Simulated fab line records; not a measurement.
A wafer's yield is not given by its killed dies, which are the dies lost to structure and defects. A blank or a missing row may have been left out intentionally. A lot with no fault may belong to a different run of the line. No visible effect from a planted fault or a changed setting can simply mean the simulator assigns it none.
Chamber matching	flow sky130	SKY_LI_CONTACT_CMP_02 on cmp-01 has 4 sister chambers
The step polishes PSG. 8 wafers are shown with their chamber, then 7 later ones without.

EACH WAFER AND ITS CHAMBER
wafer	chamber	motor_current_A (A)	time_to_endpoint_s (s)
L531.5	1	11.9	35
L537.3	2	12.3	30
L541.5	3	14.2	23
L546.2	1	12.5	31
L546.4	3	14.1	28
L546.6	0	10.2	26
L548.3	2	12.5	30
L548.4	0	11.1	24

WAFERS WITH NO CHAMBER GIVEN
wafer	motor_current_A (A)	time_to_endpoint_s (s)
L548.5	12.5	35
L549.2	12.8	31
L549.4	10.7	26
L549.6	11.8	37
L553.1	10.7	29
L553.4	14.1	31
L553.6	11.2	27

WHICH CHAMBER EACH WENT THROUGH
wafer	from the rows above	in truth
L548.5	can't be placed: 1 or 2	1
L549.2	can't be placed: 2 or 1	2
L549.4	0	0
L549.6	can't be placed: 1 or 2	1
L553.1	0	0
L553.4	3	3
L553.6	can't be placed: 0 or 2 or 1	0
Placed correctly: 3 of 7. Can't be placed from these rows: 4 (the true chamber is among the candidates in 4). Number placed wrongly: 0.
How it was worked out, from the rows above alone: a wafer's distance from a chamber is the root of the sum, over the readings, of the square of ((its reading less the chamber's mean) divided by the reading's scatter). If the next closest chamber is less than 2 further off than the closest, the wafer can't be placed; otherwise it belongs to the closest. Each chamber's mean is taken over the wafers shown for it. The scatter is the square root of a quotient: the sum, over the shown wafers, of each reading's squared deviation from its chamber's mean, divided by wafers minus chambers.
